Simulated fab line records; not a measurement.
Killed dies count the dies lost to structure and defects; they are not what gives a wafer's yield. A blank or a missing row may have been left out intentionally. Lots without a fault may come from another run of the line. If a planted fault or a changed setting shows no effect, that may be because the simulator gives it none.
Which tool is to blame? -- flow sfq line -- 16 lots (48 wafers sampled), 1 step of a 325-step route

== WHAT EACH GAUGE READ, for each wafer ==
No reading from a measuring or inspecting step in the record can be judged against a usual standard deviation.

== WHAT TOOL EACH LOT RAN ON (gives the tool, then ch and the chambers of the sampled wafers, and finally the start) ==
lot,SFQ_TRILAYER_M1_LITHO_EXPOSE_040
L531,"krf scanner-02 ch 0, day 14 14:50"
L532,"krf scanner-02 ch 0, day 14 16:02"
L534,"krf scanner-02 ch 0, day 14 18:14"
L535,"krf scanner-01 ch 0, day 18 09:04"
L537,"krf scanner-01 ch 0, day 18 18:40"
L538,"krf scanner-02 ch 0, day 19 01:59"
L539,"krf scanner-01 ch 0, day 19 17:27"
L540,"krf scanner-01 ch 0, day 20 06:03"
L541,"krf scanner-01 ch 0, day 20 07:51"
L542,"krf scanner-01 ch 0, day 20 18:51"
L545,"krf scanner-01 ch 0, day 22 00:42"
L548,"krf scanner-02 ch 0, day 23 03:24"
L549,"krf scanner-02 ch 0, day 23 07:24"
L550,"krf scanner-02 ch 0, day 23 14:00"
L551,"krf scanner-02 ch 0, day 23 21:24"
L552,"krf scanner-02 ch 0, day 23 22:48"
- SFQ_TRILAYER_M1_LITHO_EXPOSE_040: exposes mask M1, target cd 500 nm.

== AS READ BY THE TOOLS THEMSELVES (means over the sampled wafers that have a number; for cases with no such wafer, the mark the record gives instead) ==
SFQ_TRILAYER_M1_LITHO_EXPOSE_040.
lot,tool,exposure dose mJ cm2
L531,krf scanner-02,14.391
L532,krf scanner-02,14.422
L534,krf scanner-02,14.391
L535,krf scanner-01,14.409
L537,krf scanner-01,14.405
L538,krf scanner-02,14.415
L539,krf scanner-01,14.380
L540,krf scanner-01,14.671
L541,krf scanner-01,14.669
L542,krf scanner-01,14.691
L545,krf scanner-01,14.682
L548,krf scanner-02,14.388
L549,krf scanner-02,14.385
L550,krf scanner-02,14.396
L551,krf scanner-02,14.392
L552,krf scanner-02,14.391

== THE ANSWER, worked out from the rows above alone ==
Rule: what is usual is taken from the lots themselves. Put in order of their means at a reading, lots are off if they are a third of the lots or fewer, leave a main group of 4 or more, and stand apart from it by a gap of 3 or more times the standard deviation of the main group's means; of several such gaps the widest counts. Not used: any main group whose means are identical at the precision the tables above print for the reading. A lot without any number at a reading at which 4 lots or more have one is off too. Any other lot the step has rows for is counted as sound. After the gauges, taken in route order, come the tools' own readings; for these a lot's mean is taken, as printed above. The first step at which some lot is off is used, and at that step the reading that is off furthest; a lot without a number counts as furthest.
Off, at SFQ_TRILAYER_M1_LITHO_EXPOSE_040 on exposure dose mJ cm2: L540, L541, L542, L545. The main group has a mean of 14.397 with a standard deviation of 0.012.
If a tool, at that step or one of the process steps before it, ran each lot that is off and ran no sound lot following the first of them, it fits. One fits: krf scanner-01 at SFQ_TRILAYER_M1_LITHO_EXPOSE_040. A fault onset in the window from L539 (day 19 17:27, its last sound lot) to L540 (day 20 06:03, its first lot off) fits.
The tool's own readings at SFQ_TRILAYER_M1_LITHO_EXPOSE_040 bear it out: on the lots that are off they differ by more than 5 times the standard deviation of the sound lots' means. exposure dose mJ cm2 reads 14.678 there against 14.397 on the sound lots.

== WHAT WAS PUT IN BY THE SIMULATOR ==
Drift in process parameters on krf scanner-01 at SFQ_TRILAYER_M1_LITHO_EXPOSE_040, starting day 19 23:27. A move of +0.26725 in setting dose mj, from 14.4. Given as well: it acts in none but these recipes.
Struck lots among those shown: L540, L541, L542, L545. The rule above found the same.
